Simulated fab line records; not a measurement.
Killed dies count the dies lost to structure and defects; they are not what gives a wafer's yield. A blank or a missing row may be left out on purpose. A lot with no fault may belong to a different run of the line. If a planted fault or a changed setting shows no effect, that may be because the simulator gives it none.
fab line records	flow sky130
[record] lots = 6	wafers = 18	last_day = 50
route steps=708 shown METAL4@622 PAD_OPEN@708
lots untouched by any fault: they come from a run of this same line in which no faults occurred
start_h: hours from the record's opening day to when the first of the lot's shown wafers began	wait_h: hours from the lot's prior step to this one	" the same as in the row above	L1.1+2: a single row standing in for several wafers	- no value, or no start given	* or withheld: withheld	< > ~ a bound
route shown NAME@n: names a module that has steps shown in the file, with the first one's number in the route	usual: mean/standard deviation taken from wafers without a fault	same: alike in all rows	chamber/n: place in a boat	sites: each site's reading	_std_site: their standard deviation	_edge_site: mean of outer sites minus mean of inner sites	radius_mm: how far each site lies from the wafer's centre	mask NAME#n: copy n	behind: tool/chamber where the wafer was last shaped	hold: why the lot went on hold/how many hours it stayed there/how the hold came to an end	device: the n, p or np transistor that did not switch	end of line: tests run on the same wafers once the route is complete	step lacking rows: just its recipe	killed: count of dies lost to structure and defects at first sort (not the wafer's yield)	map: shows each die of a wafer: x if killed, . if not, _ if none is there
set.NAME: the setting that was run; set.NAME@STEP: the one run at that earlier step	model.NAME: the simulator's own value behind a step, which no gauge read
a table for each step, a row for each wafer; lots at some steps of the route
services: when a tool's chamber went out of use (start_h, in hours from the record's first day, below 0 if earlier), for how many hours, and the reason
[[steps]]
[step SKY_METAL4_HMDS_06]
[recipe] prime_time_s = 60	prime_temp_c = 120
[step SKY_METAL4_COAT_07]
[recipe] resist = BARC	temp_c = withheld	time_s = withheld	spin_rpm = 3000	resist_thk_nm = 60
[step SKY_METAL4_COAT_08]
[recipe] resist = KrF-thick	spin_rpm = 3000	resist_thk_nm = 1140
[step SKY_METAL4_SOFTBAKE_09]
[recipe] temp_c = 100	time_s = 90	resist = KrF-thick
[step SKY_METAL4_EXPOSE_10]
[recipe] mask_id = MM4	na = 0.68	source_shape = annular	sigma_inner = 0.4	sigma_outer = 0.8	target_cd_nm = 300	dose_mj = 28
[step SKY_METAL4_PEB_11]
[recipe] peb_temp_c = withheld	peb_time_s = withheld	resist = KrF-thick
[step SKY_METAL4_DEVELOP_12]
[recipe] develop_time_s = 60	resist = KrF-thick	dev_temp_c = 21
[step SKY_METAL4_CD_MEAS_13]
[recipe] target_cd_nm = 300
[usual] cd_nm = 300.0/1.6
lot.wafer	tool	chamber	start_h	wait_h	cd_nm
L577.1	cd_sem-02	-	1016.11	-	298.9
L577.3	"	-	"	"	299.9
L577.5	"	-	"	"	300.9
L578.1	cd_sem-02	-	1018.21	-	297.0
L578.5	"	-	"	"	295.7
L578.6	"	-	"	"	295.6
L589.3	cd_sem-02	-	1083.67	-	301.4
L589.4	"	-	"	"	299.5
L589.6	"	-	"	"	300.2
L590.1	cd_sem-02	-	1084.31	-	299.9
L590.2	"	-	"	"	299.6
L590.4	"	-	"	"	300.9
L592.3	cd_sem-02	-	1105.12	-	296.9
L592.5	"	-	"	"	297.2
L592.6	"	-	"	"	298.5
L593.1	cd_sem-01	-	1112.11	-	299.3
L593.2	"	-	"	"	298.4
L593.4	"	-	"	"	299.6
[step SKY_METAL4_OVL_MEAS_14]
[usual] METAL4_OVL = 2/6.3
lot.wafer	tool	chamber	start_h	wait_h	METAL4_OVL[nm]
L577.1	overlay-02	-	1016.23	0.1	4
L577.3	"	-	"	"	7
L577.5	"	-	"	"	8
L578.1	overlay-01	-	1018.33	0.1	-1
L578.5	"	-	"	"	-5
L578.6	"	-	"	"	8
L589.3	overlay-02	-	1083.76	0.1	-11
L589.4	"	-	"	"	-3
L589.6	"	-	"	"	-4
L590.1	overlay-02	-	1084.43	0.1	-1
L590.2	"	-	"	"	-8
L590.4	"	-	"	"	-4
L592.3	overlay-02	-	1105.21	0.1	5
L592.5	"	-	"	"	7
L592.6	"	-	"	"	13
L593.1	overlay-02	-	1112.23	0.1	9
L593.2	"	-	"	"	7
L593.4	"	-	"	"	4
[step SKY_METAL4_DESCUM_15]
[recipe] chemistry = O2	source_power_w = 150	bias_power_w = 0	pressure_mtorr = 10	temp_c = 40	time_s = 8
[usual] drypump_motor_current_A = 5.8/0.54	oes_product_au = 1.000/0.0099	rf_fwd_power_W = 146.7/0.62
lot.wafer	tool	chamber	start_h	wait_h	drypump_motor_current_A	oes_product_au	rf_fwd_power_W	rf_hours_counter_h
L577.1	rie_metal-04	1	1016.26	0.0	5.4	1.002	147.3	16
L577.3	"	0	"	"	4.9	1.005	146.8	-
L577.5	"	0	"	"	4.9	1.013	147.6	-
L578.1	rie_metal-02	0	1018.36	0.0	5.7	1.004	146.2	13
L578.5	"	1	"	"	6.2	1.013	146.2	-
L578.6	"	0	"	"	5.7	1.006	146.6	-
L589.3	rie_metal-01	1	1083.81	0.0	6.2	0.995	145.8	-
L589.4	"	1	"	"	6.2	1.004	146.3	-
L589.6	"	1	"	"	6.2	0.996	145.8	-
L590.1	rie_metal-01	1	1084.47	0.0	6.3	0.994	146.2	19
L590.2	"	1	"	"	6.3	0.982	146.0	-
L590.4	"	1	"	"	6.2	0.989	146.4	-
L592.3	rie_metal-02	0	1105.25	0.0	5.7	1.002	147.2	-
L592.5	"	0	"	"	5.7	1.000	146.5	-
L592.6	"	1	"	"	6.2	1.003	146.0	-
L593.1	rie_metal-01	1	1112.26	0.0	6.2	0.995	147.3	22
L593.2	"	0	"	"	6.4	1.004	146.6	24
L593.4	"	1	"	"	6.2	1.007	146.6	-
[step SKY_METAL4_ETCH_16]
[recipe] chemistry = N2/H2	target = BARC	ion_energy_ev = 200	bias_w = 100	pressure_mtorr = 30	n2_flow_sccm = 100	h2_flow_sccm = 200	icp_w = 500	stop_on = SiO2	time_s = 88.2	target_depth_a = 600
[usual] drypump_motor_current_A = 5.8/0.54	oes_product_au = 0.626/0.0046	rf_fwd_power_W = 495.8/1.8	throttle_valve_pct = 13.206/0.0097
lot.wafer	tool	chamber	start_h	wait_h	drypump_motor_current_A	oes_product_au	rf_fwd_power_W	rf_hours_counter_h	throttle_valve_pct
L577.1	rie_metal-04	1	1016.29	0.0	5.3	0.633	495.7	16	13.202
L577.3	"	0	"	"	4.9	0.619	496.2	-	13.192
L577.5	"	0	"	"	4.9	0.628	497.7	-	13.222
L578.1	rie_metal-02	0	1018.39	0.0	5.7	0.628	496.2	13	13.211
L578.5	"	1	"	"	6.2	0.624	495.9	-	13.185
L578.6	"	0	"	"	5.7	0.626	493.9	-	13.215
L589.3	rie_metal-01	1	1083.91	0.1	6.3	0.622	493.7	-	13.217
L589.4	"	1	"	"	6.2	0.624	495.1	-	13.213
L589.6	"	1	"	"	6.3	0.629	494.7	-	13.209
L590.1	rie_metal-01	1	1084.53	0.1	6.3	0.625	491.7	19	13.206
L590.2	"	1	"	"	6.3	0.632	495.5	-	13.218
L590.4	"	1	"	"	6.3	0.626	494.3	-	13.205
L592.3	rie_metal-02	0	1105.30	0.0	5.7	0.623	493.6	-	13.219
L592.5	"	0	"	"	5.8	0.634	492.3	-	13.210
L592.6	"	1	"	"	6.3	0.623	496.4	-	13.202
L593.1	rie_metal-01	1	1112.29	0.0	6.2	0.628	493.8	22	13.202
L593.2	"	0	"	"	6.4	0.629	496.5	24	13.191
L593.4	"	1	"	"	6.2	0.624	492.0	-	13.214
[step SKY_METAL4_ETCH_17]
[recipe] target = SiO2	stop_on = TiN	chemistry = C4F8/O2/Ar	source_w = 1500	bias_w = 1200	pressure_mtorr = 40	c4f8_flow_sccm = withheld	O2_flow_sccm = 6	Ar_flow_sccm = 300	time_s = 3.9	target_depth_a = 150
[usual] oes_product_au = 0.755/0.0073	rf_fwd_power_W = 1468/7.5
lot.wafer	tool	chamber	start_h	wait_h	oes_product_au	rf_fwd_power_W	rf_hours_counter_h
L577.1	rie_diel-02	3	1016.39	0.1	0.752	1476	21
L577.3	"	0	"	"	0.746	1467	12
L577.5	"	3	"	"	0.757	1475	-
L578.1	rie_diel-04	3	1018.49	0.1	0.755	1476	10
L578.5	"	2	"	"	0.756	1455	-
L578.6	"	1	"	"	0.750	1475	-
L589.3	rie_diel-04	3	1084.04	0.1	0.753	1475	12
L589.4	"	2	"	"	0.760	1462	19
L589.6	"	0	"	"	0.760	1481	-
L590.1	rie_diel-04	3	1084.73	0.2	0.761	1468	12
L590.2	"	2	"	"	0.750	1462	19
L590.4	"	0	"	"	0.765	1481	7
L592.3	rie_diel-04	0	1105.36	0.0	0.750	1475	7
L592.5	"	3	"	"	0.756	1475	-
L592.6	"	2	"	"	0.758	1462	-
L593.1	rie_diel-04	1	1112.39	0.1	0.746	1466	14
L593.2	"	2	"	"	0.756	1462	19
L593.4	"	0	"	"	0.761	1470	-
[step SKY_METAL4_METAL_ETCH_18]
[recipe] target_depth_a = 8450	stop_on = SiO2	over_etch_frac = 0.3	time_s = 183.1	chemistry = Cl2/BCl3	resist_sidewall_deg = 88	pressure_mtorr = 10	icp_w = 900	bias_w = 48.5	Cl2_flow_sccm = 60	bcl3_flow_sccm = 30
[usual] drypump_motor_current_A = 5.9/0.47	oes_product_au = 0.865/0.0054	over_etch_frac = 0.3/0	rf_fwd_power_W = 895.6/2.8	throttle_valve_pct = 22.265/0.0089
lot.wafer	tool	chamber	start_h	wait_h	drypump_motor_current_A	oes_product_au	over_etch_frac	rf_fwd_power_W	rf_hours_counter_h	throttle_valve_pct	model.KrF-thick_of_METAL4_COAT_08.thk_nm	model.METAL4.cd_nm	model.SiO2_of_VIA3_HDPCVD_00.thk_nm
L577.1	rie_metal-02	1	1016.41	0.0	6.2	0.874	0.3	895.9	10	22.245	524.7	299.8	435.9
L577.3	"	0	"	"	5.7	0.872	0.3	897.2	-	22.255	520.1	298.1	435.8
L577.5	"	1	"	"	6.2	0.868	0.3	893.7	-	22.267	526.5	300	437.1
L578.1	rie_metal-04	0	1018.51	0.0	4.9	0.856	0.3	894.7	4	22.260	508	294.7	433.8
L578.5	"	1	"	"	5.4	0.868	0.3	895.0	-	22.270	522.3	300.2	434.7
L578.6	"	0	"	"	4.9	0.865	0.3	895.8	-	22.260	505.3	299	435.3
L589.3	rie_metal-02	0	1084.12	0.1	5.7	0.857	0.3	900.8	-	22.281	523.6	294.9	436
L589.4	"	1	"	"	6.2	0.854	0.3	895.3	-	22.264	524.6	293.6	433.7
L589.6	"	0	"	"	5.7	0.930	0.13075	893.0	-	22.264	595.2	301.7	439.7
L590.1	rie_metal-02	0	1084.75	0.0	5.7	0.864	0.3	895.3	18	22.257	526.7	297.4	435.5
L590.2	"	1	"	"	6.2	0.941	0.13075	897.9	15	22.270	603.8	307.8	441
L590.4	"	0	"	"	5.7	0.866	0.3	890.7	-	22.253	526.4	295.6	436.3
L592.3	rie_metal-04	1	1105.44	0.1	5.3	0.869	0.3	895.2	-	22.267	526.8	300.4	436.2
L592.5	"	1	"	"	5.4	0.871	0.3	897.4	-	22.267	531.4	301.3	436.2
L592.6	"	0	"	"	4.9	0.860	0.3	893.4	-	22.271	516	300.9	435.2
L593.1	rie_metal-04	0	1112.41	0.0	4.9	0.867	0.3	898.3	10	22.263	516.1	299.5	433.9
L593.2	"	1	"	"	5.4	0.873	0.3	895.4	23	22.246	528.8	302.1	436
L593.4	"	1	"	"	5.4	0.866	0.3	894.4	-	22.261	527.6	304.2	435.9
[step SKY_METAL4_STRIP_19]
[recipe] chemistry = O2/N2	power_w = 1400	pressure_mtorr = 1500	platen_temp_c = withheld	o2_flow_sccm = 3000	n2_flow_sccm = 300	overash_fraction = 0.5
[usual] drypump_motor_current_A = 5.8/0.59	oes_product_au = 0.502/0.0052	strip_time_to_endpoint_s = 6.54/0.085
lot.wafer	tool	chamber	start_h	wait_h	drypump_motor_current_A	oes_product_au	rf_hours_counter_h	strip_time_to_endpoint_s
L577.1	plasma_asher-01	0	1016.59	0.1	5.3	0.501	27	6.50
L577.3	"	1	"	"	6.6	0.494	-	6.47
L577.5	"	1	"	"	6.6	0.505	-	6.50
L578.1	plasma_asher-04	1	1018.69	0.1	5.2	0.493	122	6.34
L578.5	"	0	"	"	6.2	0.501	-	6.49
L578.6	"	1	"	"	5.2	0.487	-	6.31
L589.3	plasma_asher-04	0	1084.27	0.1	6.2	0.491	-	6.50
L589.4	"	1	"	"	5.2	0.500	-	6.53
L589.6	"	1	"	"	5.2	0.522	-	7.21
L590.1	plasma_asher-04	1	1084.92	0.1	5.2	0.505	2	6.54
L590.2	"	0	"	"	6.1	0.532	2	7.29
L590.4	"	1	"	"	5.2	0.495	-	6.52
L592.3	plasma_asher-03	1	1105.59	0.1	6.6	0.499	-	6.53
L592.5	"	0	"	"	5.2	0.509	-	6.58
L592.6	"	1	"	"	6.6	0.495	-	6.41
L593.1	plasma_asher-03	1	1112.59	0.1	6.5	0.499	98	6.43
L593.2	"	0	"	"	5.2	0.495	98	6.56
L593.4	"	1	"	"	6.6	0.502	-	6.55
[step SKY_METAL4_STRIP_20]
[recipe] chemistry = post_etch_residue_remover	time_s = 1200	temp_c = 72.5
[step SKY_PAD_OPEN_PROBE_99]
[usual] defect_limited_yield = 82.7/2.1	killed_at_M0_to_M3 = 43/7.2	killed_at_M4_up = 3.3/1.8	killed_at_contacts = 23/5.5	killed_at_front_end = 16/5.1	killed_at_other = 0.4/0.65	killed_dies = 85/10	killed_open = 46/7.1	killed_short = 38/7.2	sort_bin_3_pad_short = 0.9/0.41	sort_bin_5_function = 10.2/1.5	sort_bin_6_memory = 6.2/1.1	sort_n_pass = 407/10	sort_yield_pct = 82.7/2.1
[same] gross_dies = 492	killed_at_back_side = 0	sort_bin_4_leakage[%] = 0	sort_bin_8_speed[%] = 0
lot.wafer	tool	chamber	start_h	wait_h	defect_limited_yield[%]	killed_at_M0_to_M3	killed_at_M4_up	killed_at_contacts	killed_at_front_end	killed_at_other	killed_dies	killed_open	killed_short	sort_bin_3_pad_short[%]	sort_bin_5_function[%]	sort_bin_6_memory[%]	sort_n_pass	sort_yield_pct[%]	model.etest.met4.width_nm
L577.1	prober-01	-	1107.75	0.1	82.1	48	6	24	10	0	88	55	33	1.0	10.2	6.7	404	82.1	298.8
L577.3	prober-01	-	1107.85	0.2	80.5	38	5	26	27	0	96	45	50	1.0	12.4	6.1	396	80.5	298.6
L577.5	prober-01	-	1107.95	0.2	78.0	50	1	32	22	3	108	65	41	0.4	14.6	6.9	384	78.0	297.2
L578.1	prober-01	-	1109.72	0.1	80.3	53	2	18	23	1	97	50	47	1.4	11.4	6.9	395	80.3	294.4
L578.5	prober-01	-	1109.92	0.2	80.9	41	3	33	16	1	94	46	47	0.6	11.6	6.9	398	80.9	302.9
L578.6	prober-01	-	1109.97	0.2	84.6	32	4	23	17	0	76	41	33	1.0	8.5	5.9	416	84.6	299
L589.3	prober-01	-	1165.63	0.2	82.9	44	5	27	8	0	84	56	28	0.8	7.7	8.5	408	82.9	291.5
L589.4	prober-01	-	1165.68	0.2	86.0	38	5	18	7	1	69	43	25	0.6	7.9	5.5	423	86.0	295.2
L589.6	prober-01	-	1165.78	0.2	81.7	54	1	25	10	0	90	54	35	1.2	10.6	6.5	402	81.7	300.2
L590.1	prober-02	-	1166.40	0.1	83.3	45	3	19	15	0	82	42	40	0.4	9.3	6.9	410	83.3	295.2
L590.2	prober-02	-	1166.45	0.1	84.3	40	4	20	13	0	77	38	39	1.0	10.0	4.7	415	84.3	310
L590.4	prober-02	-	1166.55	0.2	86.6	34	5	19	8	0	66	41	25	0.4	8.5	4.5	426	86.6	295.1
L592.3	prober-02	-	1183.15	0.2	82.3	49	3	23	12	0	87	47	39	1.2	10.0	6.5	405	82.3	303.5
L592.5	prober-02	-	1183.25	0.2	84.3	39	5	20	13	0	77	40	37	0.4	10.2	5.1	415	84.3	302.7
L592.6	prober-02	-	1183.30	0.2	86.8	39	2	15	9	0	65	39	26	0.4	7.1	5.7	427	86.8	303.2
L593.1	prober-02	-	1189.35	0.1	82.3	47	7	22	10	1	87	41	46	1.4	10.4	5.9	405	82.3	302.1
L593.2	prober-02	-	1189.40	0.1	81.9	50	2	21	16	0	89	56	32	0.8	8.9	8.3	403	81.9	304.8
L593.4	prober-02	-	1189.50	0.2	84.6	34	2	21	19	0	76	47	27	0.6	9.3	5.5	416	84.6	305.1
// killed by level:class
L577.1 VIA1:geometric_particle:open=17 VIA3:geometric_particle:open=11 CONTACT:geometric_particle:open=11 CONTACT:geometric_particle:short=6 METAL2:geometric_particle:short=6 VIA1:geometric_particle:short=5 LI_CONTACT:geometric_particle:open=4 METAL4:geometric_particle:short=4
L577.3 CONTACT:geometric_particle:open=12 FIELD_ISO:geometric_particle:short=9 VIA1:geometric_particle:open=9 POLY_GATE:geometric_particle:short=6 VIA2:geometric_particle:open=6 LI_CONTACT:geometric_particle:open=5 METAL2:geometric_particle:short=5 VIA2:geometric_particle:short=5
L577.5 VIA1:geometric_particle:open=14 VIA2:geometric_particle:open=13 CONTACT:geometric_particle:open=12 POLY_GATE:geometric_particle:open=8 VIA1:geometric_particle:short=8 CONTACT:geometric_particle:short=7 LI_CONTACT:geometric_particle:open=6 LOCAL_INTERCONNECT:geometric_particle:short=5
L578.1 METAL2:geometric_particle:short=8 VIA1:geometric_particle:open=7 METAL1:geometric_particle:short=6 VIA2:geometric_particle:open=6 VIA3:geometric_particle:open=6 CONTACT:geometric_particle:open=5 FIELD_ISO:geometric_particle:short=5 POLY_GATE:geometric_particle:open=5
L578.5 CONTACT:geometric_particle:open=16 VIA2:geometric_particle:open=9 FIELD_ISO:geometric_particle:short=7 LI_CONTACT:geometric_particle:open=6 CONTACT:geometric_particle:short=6 VIA1:geometric_particle:short=6 VIA1:geometric_particle:open=6 VIA2:geometric_particle:short=6
L578.6 LI_CONTACT:geometric_particle:open=9 CONTACT:geometric_particle:open=8 METAL2:geometric_particle:short=7 VIA1:geometric_particle:open=6 FIELD_ISO:geometric_particle:short=4 CONTACT:geometric_particle:short=4 VIA2:geometric_particle:open=4 POLY_GATE:geometric_particle:open=3
L589.3 CONTACT:geometric_particle:open=13 VIA2:geometric_particle:open=10 VIA1:geometric_particle:open=9 VIA1:geometric_particle:short=7 LI_CONTACT:geometric_particle:open=4 CONTACT:geometric_particle:short=4 VIA3:geometric_particle:open=4 POLY_GATE:geometric_particle:open=3
L589.4 VIA1:geometric_particle:open=10 CONTACT:geometric_particle:open=7 VIA2:geometric_particle:open=5 VIA1:geometric_particle:short=4 METAL2:geometric_particle:open=4 VIA3:geometric_particle:open=4 POLY_GATE:geometric_particle:open=3 LI_CONTACT:geometric_particle:open=3
L589.6 VIA1:geometric_particle:open=18 CONTACT:geometric_particle:open=8 VIA3:geometric_particle:open=8 CONTACT:geometric_particle:short=6 VIA2:geometric_particle:open=6 METAL2:geometric_particle:short=6 LI_CONTACT:geometric_particle:open=5 METAL1:geometric_particle:short=4
L590.1 VIA1:geometric_particle:open=8 VIA2:geometric_particle:open=7 CONTACT:geometric_particle:open=7 VIA1:geometric_particle:short=7 VIA3:geometric_particle:short=5 FIELD_ISO:geometric_particle:short=4 POLY_GATE:geometric_particle:open=4 LI_CONTACT:geometric_particle:open=4
L590.2 FIELD_ISO:geometric_particle:open=8 VIA1:geometric_particle:open=8 LOCAL_INTERCONNECT:geometric_particle:short=7 VIA3:geometric_particle:open=7 METAL1:geometric_particle:short=6 VIA1:geometric_particle:short=6 LI_CONTACT:geometric_particle:open=5 CONTACT:geometric_particle:short=5
L590.4 CONTACT:geometric_particle:open=8 VIA3:geometric_particle:open=7 VIA1:geometric_particle:open=7 LI_CONTACT:geometric_particle:short=4 VIA2:geometric_particle:open=4 METAL1:geometric_particle:short=4 FIELD_ISO:geometric_particle:open=3 LI_CONTACT:geometric_particle:open=3
L592.3 VIA1:geometric_particle:open=19 METAL1:geometric_particle:short=9 CONTACT:geometric_particle:short=9 VIA3:geometric_particle:open=7 LI_CONTACT:geometric_particle:open=5 CONTACT:geometric_particle:open=5 FIELD_ISO:geometric_particle:short=4 POLY_GATE:geometric_particle:open=4
L592.5 VIA1:geometric_particle:open=11 CONTACT:geometric_particle:open=6 METAL1:geometric_particle:short=6 VIA2:geometric_particle:open=6 POLY_GATE:geometric_particle:short=5 LI_CONTACT:geometric_particle:open=5 CONTACT:geometric_particle:short=5 VIA3:geometric_particle:short=4
L592.6 VIA1:geometric_particle:open=10 VIA2:geometric_particle:open=8 VIA3:geometric_particle:open=8 CONTACT:geometric_particle:open=5 POLY_GATE:geometric_particle:short=4 CONTACT:geometric_particle:short=4 METAL1:geometric_particle:short=4 VIA1:geometric_particle:short=4
L593.1 METAL1:geometric_particle:short=11 CONTACT:geometric_particle:open=10 VIA1:geometric_particle:open=9 VIA3:geometric_particle:open=6 METAL2:geometric_particle:short=6 LOCAL_INTERCONNECT:geometric_particle:short=5 POLY_GATE:geometric_particle:short=4 VIA1:geometric_particle:short=4
L593.2 VIA1:geometric_particle:open=16 CONTACT:geometric_particle:open=8 VIA3:geometric_particle:open=8 VIA2:geometric_particle:open=7 POLY_GATE:geometric_particle:open=5 LI_CONTACT:geometric_particle:open=5 LOCAL_INTERCONNECT:geometric_particle:short=4 METAL1:geometric_particle:short=4
L593.4 VIA1:geometric_particle:open=15 CONTACT:geometric_particle:open=7 LI_CONTACT:geometric_particle:open=6 FIELD_ISO:geometric_particle:open=5 LOCAL_INTERCONNECT:geometric_particle:short=5 VIA2:geometric_particle:open=5 FIELD_ISO:geometric_particle:short=3 SPACER:geometric_particle:open=3
[[services]]
tool	chamber	start_h	hours	kind
rie_metal-04	-	997.15	2.8	pm
rie_diel-02	0	999.88	15.1	repair
rie_diel-04	0	1018.34	1.9	repair
rie_diel-02	-	1023.47	2.8	pm
plasma_asher-04	-	1055.25	9.0	pm
plasma_asher-04	0	1055.25	9.0	vent_cycle
plasma_asher-04	1	1055.25	9.0	vent_cycle
rie_diel-02	3	1062.14	5.6	repair
plasma_asher-04	0	1064.25	-	clean
plasma_asher-04	1	1064.25	-	clean
rie_metal-01	0	1083.41	7.9	repair
plasma_asher-04	-	1111.62	4.3	repair
rie_diel-04	3	1111.71	16.7	repair
[[key]]
[first_sign] step = SKY_METAL4_METAL_ETCH_18	reading = over_etch_frac	direction = down	sigmas = 99+	usual = 0.3	struck = 0.13075
[effect] step = SKY_METAL4_METAL_ETCH_18	reading = oes_product_au	direction = up	sigmas = 13	usual = 0.865	struck = 0.936
[effect] step = SKY_METAL4_STRIP_19	reading = strip_time_to_endpoint_s	direction = up	sigmas = 8.3	usual = *	struck = *
[model_effect] step = SKY_METAL4_METAL_ETCH_18	value = KrF-thick_of_METAL4_COAT_08.thk_nm	without = 528	struck = 599.5
[model_effect] step = SKY_PAD_OPEN_PROBE_99	value = etest.met4.width_nm	without = 297.3	struck = 305.1
met_at SKY_METAL4_METAL_ETCH_18
struck_wafers L589.6,L590.2
onset_between 1016.41 1084.12
[fault] kind = process_parameter_drift	tool = rie_metal-02	chamber = -	onset_h = 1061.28	steps = SKY_METAL4_METAL_ETCH_18	channel = over_etch_frac	offset = -0.16925	shape = step	end_h = 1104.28	scope = struck_wafers_only	acts_in = these_recipes_only	stated = 0.3
